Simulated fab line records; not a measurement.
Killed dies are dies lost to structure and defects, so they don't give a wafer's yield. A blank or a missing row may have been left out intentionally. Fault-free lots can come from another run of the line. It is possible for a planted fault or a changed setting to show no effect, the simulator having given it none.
fab line records	flow gf180mcu
[record] lots = 24	wafers = 72	last-day = 34
route steps=602 shown HV_LDD@208 CONTACT@309 M2@363 M4@458 V5@566 TOP_METAL@573
lots that met no fault: taken from a fault-free run of the same line
start-h: the number of hours between the record's first day and the start of the first shown wafer of the lot	wait-h: time in hours since the lot's previous step	" as in the row above	L1.1+2: a row that stands for several wafers	- either no value or no given start	* or withheld: withheld	< > ~ a bound
route shown NAME@n: names a module that has steps shown in the file, with the first one's number in the route	usual: the fault-free wafers' mean and standard deviation	same: alike in all rows	chamber/n: place in a boat	sites: per-site readings	_std_site: standard deviation of those values	_edge_site: the outer-site mean with the inner-site mean subtracted	radius-mm: how far each site lies from the wafer's centre	mask NAME#n: copy n	behind: tool/chamber where the wafer was last shaped	hold: why the lot went on hold/how many hours it stayed there/how the hold came to an end	device: the transistor (n, p or np) that didn't switch	end of line: the route-end tests of the same wafers	a step without rows: its recipe alone	killed: count of dies lost to structure and defects at first sort (not the wafer's yield)	map: a wafer's dies, marking killed ones x, the rest . and places with no die _
set.NAME: setting as actually run; set.NAME@STEP: the setting as run at that earlier step	model.NAME: the simulator's own value behind a step, which no gauge read
steps of the route over a sample of lots; a table a step, a row a wafer
services: the hour from which a tool's chamber was out of use, counted from the record's first day as start-h (under 0 if before that day), plus the number of hours and why
[[steps]]
[step GF_HV_LDD_OVL_MEAS_32]
[usual] HV_LDD_02_OVL = -0.8/1.4
lot.wafer	tool	chamber	start-h	wait-h	HV_LDD_02_OVL[nm]
L074.2	overlay-02	-	251.38	0.1	-1.7
L074.3	"	-	"	"	-1.4
L074.5	"	-	"	"	-2.2
L075.2	overlay-02	-	258.38	0.1	-2.0
L075.3	"	-	"	"	0.4
L075.5	"	-	"	"	-4.4
L076.3	overlay-01	-	274.23	0.1	-2.3
L076.4	"	-	"	"	-0.4
L076.5	"	-	"	"	-1.2
L077.1	overlay-01	-	280.32	0.1	1.1
L077.4	"	-	"	"	0.7
L077.5	"	-	"	"	-2.0
L078.2	overlay-01	-	285.28	0.1	0.1
L078.3	"	-	"	"	1.5
L078.4	"	-	"	"	1.3
L080.1	overlay-02	-	303.31	0.1	-0.8
L080.2	"	-	"	"	-0.9
L080.6	"	-	"	"	0.8
L079.1	overlay-01	-	303.61	0.1	-2.0
L079.2	"	-	"	"	-2.3
L079.5	"	-	"	"	-4.1
L082.4	overlay-01	-	315.49	0.1	0.5
L082.5	"	-	"	"	-0.9
L082.6	"	-	"	"	-0.3
L081.1	overlay-02	-	315.77	0.1	-0.6
L081.2	"	-	"	"	-0.5
L081.4	"	-	"	"	-0.9
L083.4	overlay-02	-	319.53	0.1	-1.0
L083.5	"	-	"	"	-1.8
L083.6	"	-	"	"	-0.5
L084.2	overlay-02	-	335.38	0.1	-2.0
L084.4	"	-	"	"	-0.4
L084.6	"	-	"	"	-2.0
L085.2	overlay-02	-	338.61	0.1	-2.1
L085.3	"	-	"	"	-3.0
L085.5	"	-	"	"	-0.9
L086.1	overlay-01	-	348.51	0.1	1.7
L086.5	"	-	"	"	4.3
L086.6	"	-	"	"	1.1
L087.1	overlay-01	-	354.31	0.1	-0.2
L087.3	"	-	"	"	-1.3
L087.5	"	-	"	"	-0.9
L088.1	overlay-01	-	362.21	0.1	-1.6
L088.3	"	-	"	"	0.0
L088.5	"	-	"	"	-1.3
L090.1	overlay-02	-	371.67	0.1	-0.7
L090.3	"	-	"	"	-1.4
L090.6	"	-	"	"	-0.3
L089.2	overlay-02	-	372.59	0.1	-2.7
L089.3	"	-	"	"	-0.3
L089.4	"	-	"	"	0.2
L091.1	overlay-02	-	382.82	0.1	0.1
L091.4	"	-	"	"	-2.7
L091.6	"	-	"	"	-2.3
L092.2	overlay-01	-	389.37	0.1	0.5
L092.3	"	-	"	"	-1.3
L092.4	"	-	"	"	1.1
L093.2	overlay-02	-	399.82	0.1	1.7
L093.3	"	-	"	"	1.5
L093.4	"	-	"	"	0.3
L094.2	overlay-02	-	407.43	0.1	-0.4
L094.3	"	-	"	"	-1.5
L094.6	"	-	"	"	-1.9
L095.1	overlay-02	-	415.85	0.1	-0.6
L095.5	"	-	"	"	0.4
L095.6	"	-	"	"	-1.8
L096.1	overlay-02	-	426.17	0.1	-1.5
L096.4	"	-	"	"	-1.6
L096.5	"	-	"	"	-1.4
L097.1	overlay-01	-	429.07	0.1	-3.0
L097.5	"	-	"	"	-1.9
L097.6	"	-	"	"	-0.4
[step GF_CONTACT_SPUTTER_22]
[recipe] material = Ti	target-thk-nm = 15	chamber-pressure-pa = 5	power-w = 2500	substrate-temp-c = 200	time-s = 80.02
[usual] throttle-valve-pct = 30.0/1
lot.wafer	tool	chamber	start-h	wait-h	throttle-valve-pct
L074.2	pvd-sputter-01	-	358.62	0.0	28.8
L074.3	"	-	"	"	28.7
L074.5	"	-	"	"	28.9
L075.2	pvd-sputter-02	-	367.07	0.0	31.4
L075.3	"	-	"	"	31.3
L075.5	"	-	"	"	29.6
L076.3	pvd-sputter-04	-	385.37	0.0	30.9
L076.4	"	-	"	"	28.4
L076.5	"	-	"	"	31.0
L077.1	pvd-sputter-04	-	395.10	0.0	31.0
L077.4	"	-	"	"	28.2
L077.5	"	-	"	"	29.2
L078.2	pvd-sputter-02	-	399.07	0.0	31.3
L078.3	"	-	"	"	31.4
L078.4	"	-	"	"	29.2
L080.1	pvd-sputter-01	-	419.71	0.0	31.0
L080.2	"	-	"	"	29.0
L080.6	"	-	"	"	29.1
L079.1	pvd-sputter-02	-	420.93	0.0	29.8
L079.2	"	-	"	"	29.4
L079.5	"	-	"	"	31.4
L082.4	pvd-sputter-04	-	433.66	0.0	28.4
L082.5	"	-	"	"	29.7
L082.6	"	-	"	"	31.0
L081.1	pvd-sputter-01	-	435.12	0.0	29.0
L081.2	"	-	"	"	28.7
L081.4	"	-	"	"	30.9
L083.4	pvd-sputter-02	-	437.85	0.0	31.5
L083.5	"	-	"	"	29.8
L083.6	"	-	"	"	31.2
L084.2	pvd-sputter-02	-	456.37	0.0	29.9
L084.4	"	-	"	"	31.3
L084.6	"	-	"	"	31.3
L085.2	pvd-sputter-04	-	462.01	0.0	30.8
L085.3	"	-	"	"	28.3
L085.5	"	-	"	"	29.7
L086.1	pvd-sputter-02	-	471.96	0.0	29.4
L086.5	"	-	"	"	29.6
L086.6	"	-	"	"	31.7
L087.1	pvd-sputter-01	-	475.96	0.0	29.0
L087.3	"	-	"	"	29.0
L087.5	"	-	"	"	31.0
L088.1	pvd-sputter-02	-	486.91	0.0	29.5
L088.3	"	-	"	"	31.6
L088.5	"	-	"	"	31.2
L090.1	pvd-sputter-04	-	495.68	0.0	31.2
L090.3	"	-	"	"	29.5
L090.6	"	-	"	"	30.9
L089.2	pvd-sputter-04	-	498.82	0.0	29.9
L089.3	"	-	"	"	29.4
L089.4	"	-	"	"	28.3
L091.1	pvd-sputter-04	-	509.46	0.0	30.0
L091.4	"	-	"	"	29.3
L091.6	"	-	"	"	29.6
L092.2	pvd-sputter-01	-	517.52	0.0	28.7
L092.3	"	-	"	"	29.0
L092.4	"	-	"	"	30.9
L093.2	pvd-sputter-02	-	526.27	0.0	31.3
L093.3	"	-	"	"	29.5
L093.4	"	-	"	"	31.6
L094.2	pvd-sputter-04	-	532.27	0.0	29.6
L094.3	"	-	"	"	28.4
L094.6	"	-	"	"	31.1
L095.1	pvd-sputter-04	-	542.68	0.0	28.4
L095.5	"	-	"	"	30.8
L095.6	"	-	"	"	29.8
L096.1	pvd-sputter-02	-	551.41	0.0	31.3
L096.4	"	-	"	"	29.4
L096.5	"	-	"	"	29.7
L097.1	pvd-sputter-02	-	553.57	0.0	29.4
L097.5	"	-	"	"	31.3
L097.6	"	-	"	"	29.4
[step GF_M2_SPUTTER_01]
[recipe] material = TiN	target-thk-nm = 30	power-w = 6500	time-s = 25	chamber-pressure-pa = 0.4
[usual] throttle-valve-pct = 29.7/0.93
lot.wafer	tool	chamber	start-h	wait-h	throttle-valve-pct
L074.2	pvd-sputter-01	-	408.64	0.1	29.2
L074.3	"	-	"	"	28.9
L074.5	"	-	"	"	29.1
L075.2	pvd-sputter-01	-	415.78	0.1	31.2
L075.3	"	-	"	"	28.9
L075.5	"	-	"	"	29.0
L076.3	pvd-sputter-01	-	437.15	0.1	28.9
L076.4	"	-	"	"	31.0
L076.5	"	-	"	"	28.9
L077.1	pvd-sputter-03	-	446.85	0.1	28.8
L077.4	"	-	"	"	30.7
L077.5	"	-	"	"	30.7
L078.2	pvd-sputter-01	-	451.45	0.1	29.2
L078.3	"	-	"	"	28.9
L078.4	"	-	"	"	31.0
L080.1	pvd-sputter-03	-	471.52	0.1	30.6
L080.2	"	-	"	"	29.7
L080.6	"	-	"	"	30.6
L079.1	pvd-sputter-02	-	474.65	0.1	29.5
L079.2	"	-	"	"	29.6
L079.5	"	-	"	"	29.5
L082.4	pvd-sputter-03	-	484.66	0.1	31.0
L082.5	"	-	"	"	31.0
L082.6	"	-	"	"	29.6
L081.1	pvd-sputter-01	-	487.21	0.1	30.9
L081.2	"	-	"	"	29.1
L081.4	"	-	"	"	29.0
L083.4	pvd-sputter-01	-	493.25	0.1	30.8
L083.5	"	-	"	"	28.7
L083.6	"	-	"	"	29.0
L084.2	pvd-sputter-01	-	507.86	0.1	29.0
L084.4	"	-	"	"	31.0
L084.6	"	-	"	"	29.0
L085.2	pvd-sputter-01	-	512.97	0.1	29.0
L085.3	"	-	"	"	29.1
L085.5	"	-	"	"	28.7
L086.1	pvd-sputter-03	-	523.94	0.1	30.6
L086.5	"	-	"	"	30.4
L086.6	"	-	"	"	29.0
L087.1	pvd-sputter-01	-	527.08	0.1	28.7
L087.3	"	-	"	"	30.9
L087.5	"	-	"	"	30.9
L088.1	pvd-sputter-01	-	537.53	0.1	30.8
L088.3	"	-	"	"	29.2
L088.5	"	-	"	"	29.0
L090.1	pvd-sputter-03	-	545.81	0.1	29.8
L090.3	"	-	"	"	30.8
L090.6	"	-	"	"	30.4
L089.2	pvd-sputter-02	-	548.87	0.1	30.1
L089.3	"	-	"	"	31.2
L089.4	"	-	"	"	31.3
L091.1	pvd-sputter-01	-	558.76	0.1	29.0
L091.4	"	-	"	"	28.9
L091.6	"	-	"	"	29.0
L092.2	pvd-sputter-03	-	566.17	0.1	28.8
L092.3	"	-	"	"	30.7
L092.4	"	-	"	"	29.8
L093.2	pvd-sputter-01	-	574.78	0.1	29.0
L093.3	"	-	"	"	30.8
L093.4	"	-	"	"	28.9
L094.2	pvd-sputter-01	-	580.71	0.1	29.0
L094.3	"	-	"	"	28.7
L094.6	"	-	"	"	30.9
L095.1	pvd-sputter-01	-	590.57	0.1	28.9
L095.5	"	-	"	"	28.8
L095.6	"	-	"	"	28.9
L096.1	pvd-sputter-03	-	599.74	0.1	30.4
L096.4	"	-	"	"	31.1
L096.5	"	-	"	"	31.1
L097.1	pvd-sputter-01	-	600.79	0.1	28.9
L097.5	"	-	"	"	31.2
L097.6	"	-	"	"	28.6
[step GF_M4_SPUTTER_02]
[recipe] material = AlCu	target-thk-nm = 450	power-w = 10600	time-s = 23.9	chamber-pressure-pa = 0.4
[usual] throttle-valve-pct = 29.8/0.96
lot.wafer	tool	chamber	start-h	wait-h	throttle-valve-pct
L074.2	pvd-sputter-03	-	508.55	0.0	28.7
L074.3	"	-	"	"	29.6
L074.5	"	-	"	"	30.4
L075.2	pvd-sputter-03	-	519.82	0.0	30.8
L075.3	"	-	"	"	30.7
L075.5	"	-	"	"	30.8
L076.3	pvd-sputter-03	-	538.62	0.0	30.8
L076.4	"	-	"	"	29.8
L076.5	"	-	"	"	30.8
L077.1	pvd-sputter-01	-	548.45	0.0	29.0
L077.4	"	-	"	"	29.1
L077.5	"	-	"	"	28.9
L078.2	pvd-sputter-01	-	550.97	0.0	30.8
L078.3	"	-	"	"	29.0
L078.4	"	-	"	"	29.2
L080.1	pvd-sputter-01	-	570.17	0.0	29.0
L080.2	"	-	"	"	28.8
L080.6	"	-	"	"	29.2
L079.1	pvd-sputter-01	-	573.31	0.0	31.1
L079.2	"	-	"	"	28.9
L079.5	"	-	"	"	31.0
L082.4	pvd-sputter-02	-	581.37	0.0	29.9
L082.5	"	-	"	"	31.7
L082.6	"	-	"	"	29.5
L081.1	pvd-sputter-01	-	582.02	0.0	28.9
L081.2	"	-	"	"	30.7
L081.4	"	-	"	"	28.7
L083.4	pvd-sputter-01	-	588.32	0.0	31.1
L083.5	"	-	"	"	28.7
L083.6	"	-	"	"	28.9
L084.2	pvd-sputter-03	-	603.55	0.0	31.3
L084.4	"	-	"	"	30.6
L084.6	"	-	"	"	29.5
L085.2	pvd-sputter-03	-	605.36	0.0	28.8
L085.3	"	-	"	"	29.8
L085.5	"	-	"	"	28.6
L086.1	pvd-sputter-02	-	616.29	0.0	29.8
L086.5	"	-	"	"	31.6
L086.6	"	-	"	"	29.5
L087.1	pvd-sputter-02	-	620.94	0.0	29.2
L087.3	"	-	"	"	31.4
L087.5	"	-	"	"	31.1
L088.1	pvd-sputter-03	-	629.45	0.0	28.9
L088.3	"	-	"	"	30.4
L088.5	"	-	"	"	29.2
L090.1	pvd-sputter-01	-	636.24	0.0	29.2
L090.3	"	-	"	"	28.7
L090.6	"	-	"	"	29.1
L089.2	pvd-sputter-01	-	639.74	0.0	30.9
L089.3	"	-	"	"	28.8
L089.4	"	-	"	"	28.9
L091.1	pvd-sputter-02	-	649.29	0.0	29.7
L091.4	"	-	"	"	31.2
L091.6	"	-	"	"	31.7
L092.2	pvd-sputter-02	-	654.28	0.0	29.8
L092.3	"	-	"	"	31.4
L092.4	"	-	"	"	29.4
L093.2	pvd-sputter-01	-	662.59	0.0	29.0
L093.3	"	-	"	"	30.8
L093.4	"	-	"	"	29.0
L094.2	pvd-sputter-03	-	667.85	0.0	30.9
L094.3	"	-	"	"	30.3
L094.6	"	-	"	"	31.0
L095.1	pvd-sputter-01	-	677.90	0.0	28.6
L095.5	"	-	"	"	28.6
L095.6	"	-	"	"	28.8
L096.1	pvd-sputter-03	-	685.47	0.0	30.6
L096.4	"	-	"	"	30.7
L096.5	"	-	"	"	29.5
L097.1	pvd-sputter-01	-	687.14	0.0	29.3
L097.5	"	-	"	"	28.7
L097.6	"	-	"	"	28.9
[step GF_V5_CMP_26]
[recipe] stop-on = SiO2	down-force-psi = 3.5	platen-rpm = 60	t-overpolish-s = 15	target-thk-nm = 0	pad-velocity-m-s = 0.94248
[usual] edge-zone-pressure-frac = 1.000/0.0046	motor-current-A = 11.0/1.3	overpolish-run-s = 15.001/0.0086	time-to-endpoint-s = 85/3.4
[same] t-overpolish-s = 15
lot.wafer	tool	chamber	start-h	wait-h	edge-zone-pressure-frac	motor-current-A	overpolish-run-s	time-to-endpoint-s
L074.3	cmp-02	0	625.17	0.0	1.008	11.2	14.991	81
L074.2	"	3	"	"	0.998	12.6	15.007	83
L074.5	"	1	"	"	1.005	9.7	15.002	83
L075.2	cmp-02	1	634.75	0.1	0.998	9.9	15.002	81
L075.3	"	2	"	"	0.999	10.4	14.989	81
L075.5	"	0	"	"	1.002	11.2	15.011	80
L076.4	cmp-01	3	650.17	0.0	1.004	10.6	14.996	89
L076.3	"	1	"	"	0.997	13.2	14.998	88
L076.5	"	3	"	"	0.999	10.9	15.004	91
L077.1	cmp-02	0	659.37	0.1	0.996	10.9	15.000	80
L077.4	"	3	"	"	1.003	12.2	14.988	80
L077.5	"	0	"	"	1.002	11.2	15.016	79
L078.2	cmp-01	1	660.37	0.1	1.006	13.6	15.002	84
L078.3	"	2	"	"	1.010	9.9	15.004	83
L078.4	"	3	"	"	0.995	11.0	15.010	85
L080.1	cmp-02	2	677.17	0.1	0.999	11.1	15.012	85
L080.2	"	3	"	"	1.005	12.4	14.998	86
L080.6	"	2	"	"	1.000	10.8	15.019	88
L079.2	cmp-01	3	678.84	0.1	1.005	10.7	15.001	82
L079.1	"	0	"	"	0.999	10.5	14.998	88
L079.5	"	2	"	"	1.000	9.5	14.992	84
L082.4	cmp-01	0	687.15	0.0	1.003	10.1	15.003	87
L082.6	"	0	"	"	1.000	10.1	14.987	85
L082.5	"	1	"	"	1.002	13.5	14.982	86
L081.1	cmp-02	2	687.99	0.1	0.999	10.6	15.002	87
L081.2	"	3	"	"	0.992	12.2	14.996	84
L081.4	"	0	"	"	1.002	11.3	15.004	82
L083.4	cmp-02	0	693.47	0.2	0.996	12.0	14.996	82
L083.6	"	1	"	"	0.996	9.6	14.999	86
L083.5	"	2	"	"	0.996	10.4	15.018	80
L084.4	cmp-02	0	707.33	0.0	0.997	11.5	15.001	86
L084.2	"	3	"	"	0.999	12.4	15.007	87
L084.6	"	1	"	"	0.993	9.7	15.005	86
L085.2	cmp-02	3	709.63	0.1	1.000	11.7	15.016	80
L085.3	"	0	"	"	0.999	11.0	15.006	82
L085.5	"	2	"	"	0.994	11.0	15.014	82
L086.1	cmp-02	3	718.42	0.1	1.003	12.1	15.008	87
L086.5	"	2	"	"	1.005	10.8	14.987	83
L086.6	"	3	"	"	1.003	12.3	14.987	85
L087.3	cmp-01	0	722.20	0.0	0.997	10.1	15.006	84
L087.1	"	2	"	"	1.003	9.7	15.009	84
L087.5	"	1	"	"	0.997	14.2	15.001	80
L088.1	cmp-01	2	731.60	0.3	0.998	10.0	15.012	87
L088.3	"	0	"	"	1.003	10.0	15.003	86
L088.5	"	2	"	"	0.993	9.8	15.005	86
L090.1	cmp-01	0	735.34	0.1	0.998	9.9	14.990	89
L090.3	"	3	"	"	1.001	10.2	15.008	88
L090.6	"	0	"	"	0.997	10.1	14.987	85
L089.2	cmp-02	2	739.49	0.0	1.005	10.8	14.998	82
L089.3	"	3	"	"	1.008	12.2	15.012	83
L089.4	"	0	"	"	1.008	11.4	14.998	82
L091.4	cmp-01	3	748.12	0.2	1.001	11.1	14.988	88
L091.1	"	0	"	"	0.995	10.1	15.002	90
L091.6	"	1	"	"	0.998	13.4	15.005	81
L092.3	cmp-01	3	754.56	2.6	0.995	10.8	15.000	87
L092.2	"	0	"	"	0.998	10.4	15.007	87
L092.4	"	1	"	"	1.001	13.9	14.990	85
L093.2	cmp-01	3	759.03	0.0	1.009	11.1	15.010	88
L093.3	"	0	"	"	1.006	9.7	14.992	85
L093.4	"	1	"	"	1.001	13.8	14.990	83
L094.2	cmp-02	0	763.73	0.7	1.013	11.1	15.013	79
L094.3	"	1	"	"	0.991	9.8	15.002	78
L094.6	"	0	"	"	1.001	11.0	15.000	76
L095.1	cmp-01	2	772.37	0.1	1.000	9.5	14.981	90
L095.6	"	2	"	"	1.002	9.3	14.999	88
L095.5	"	3	"	"	0.993	11.1	14.989	93
L096.4	cmp-01	3	778.16	0.1	1.008	10.9	15.013	86
L096.1	"	0	"	"	1.003	10.1	15.003	90
L096.5	"	1	"	"	1.000	13.9	14.999	88
L097.1	cmp-01	2	780.06	0.2	1.001	9.3	15.000	89
L097.6	"	3	"	"	0.984	10.4	14.995	86
L097.5	"	0	"	"	0.996	10.4	15.011	87
[step GF_TOP_METAL_THK_MEAS_06]
[recipe] thk-meas-gauge = xrf	reads = AlCu_of_TOP_METAL_SPUTTER_02
[usual] TOP_METAL_ALCU_THK = 923/12
lot.wafer	tool	chamber	start-h	wait-h	TOP_METAL_ALCU_THK[nm]
L074.2	film-metro-01	-	625.82	0.1	935
L074.3	"	-	"	"	935
L074.5	"	-	"	"	933
L075.2	film-metro-04	-	635.30	0.1	923
L075.3	"	-	"	"	916
L075.5	"	-	"	"	917
L076.3	film-metro-04	-	650.83	0.1	923
L076.4	"	-	"	"	905
L076.5	"	-	"	"	907
L077.1	film-metro-01	-	660.02	0.1	931
L077.4	"	-	"	"	935
L077.5	"	-	"	"	932
L078.2	film-metro-04	-	661.00	0.1	920
L078.3	"	-	"	"	926
L078.4	"	-	"	"	927
L080.1	film-metro-03	-	677.81	0.1	912
L080.2	"	-	"	"	917
L080.6	"	-	"	"	907
L079.1	film-metro-04	-	679.38	0.1	910
L079.2	"	-	"	"	906
L079.5	"	-	"	"	906
L082.4	film-metro-03	-	687.82	0.1	909
L082.5	"	-	"	"	908
L082.6	"	-	"	"	898
L081.1	film-metro-03	-	688.63	0.1	921
L081.2	"	-	"	"	906
L081.4	"	-	"	"	921
L083.4	film-metro-01	-	693.99	0.1	939
L083.5	"	-	"	"	939
L083.6	"	-	"	"	934
L084.2	film-metro-04	-	707.98	0.1	931
L084.4	"	-	"	"	915
L084.6	"	-	"	"	930
L085.2	film-metro-01	-	710.18	0.1	942
L085.3	"	-	"	"	946
L085.5	"	-	"	"	952
L086.1	film-metro-01	-	719.01	0.1	931
L086.5	"	-	"	"	935
L086.6	"	-	"	"	935
L087.1	film-metro-04	-	722.84	0.1	919
L087.3	"	-	"	"	918
L087.5	"	-	"	"	916
L088.1	film-metro-03	-	732.19	0.1	915
L088.3	"	-	"	"	908
L088.5	"	-	"	"	911
L090.1	film-metro-03	-	735.98	0.1	905
L090.3	"	-	"	"	899
L090.6	"	-	"	"	901
L089.2	film-metro-04	-	740.14	0.1	921
L089.3	"	-	"	"	915
L089.4	"	-	"	"	925
L091.1	film-metro-04	-	748.66	0.1	924
L091.4	"	-	"	"	932
L091.6	"	-	"	"	931
L092.2	film-metro-04	-	755.18	0.1	928
L092.3	"	-	"	"	929
L092.4	"	-	"	"	928
L093.2	film-metro-04	-	759.68	0.1	924
L093.3	"	-	"	"	917
L093.4	"	-	"	"	940
L094.2	film-metro-03	-	764.38	0.1	909
L094.3	"	-	"	"	918
L094.6	"	-	"	"	910
L095.1	film-metro-01	-	773.01	0.1	939
L095.5	"	-	"	"	931
L095.6	"	-	"	"	942
L096.1	film-metro-04	-	778.71	0.1	929
L096.4	"	-	"	"	932
L096.5	"	-	"	"	931
L097.1	film-metro-01	-	780.56	0.1	934
L097.5	"	-	"	"	926
L097.6	"	-	"	"	934
[[services]]
tool	chamber	start-h	hours	kind
pvd-sputter-03	-	353.72	4.5	repair
cmp-01	-	367.32	1.4	repair
pvd-sputter-03	-	377.26	0.9	repair
pvd-sputter-02	-	402.21	1.3	repair
pvd-sputter-03	-	421.23	1.8	repair
cmp-01	-	428.30	1.1	repair
cmp-01	-	460.47	3.2	repair
cmp-01	-	471.17	1.8	repair
pvd-sputter-01	-	471.88	3.3	repair
cmp-01	-	489.64	4.3	pm
pvd-sputter-01	-	509.47	1.0	repair
cmp-01	-	557.04	1.3	repair
pvd-sputter-02	-	562.09	8.7	repair
cmp-01	-	572.10	4.0	pm
pvd-sputter-02	-	573.82	4.9	repair
pvd-sputter-02	-	634.06	3.1	repair
pvd-sputter-03	-	645.80	3.4	repair
pvd-sputter-02	-	657.05	11.6	repair
pvd-sputter-02	-	662.86	3.9	repair
pvd-sputter-02	-	676.05	4.9	repair
cmp-01	-	681.57	2.3	repair
pvd-sputter-02	-	706.42	11.7	repair
pvd-sputter-03	-	725.66	1.5	repair
pvd-sputter-03	-	771.96	5.6	repair
[[key]]
fault none
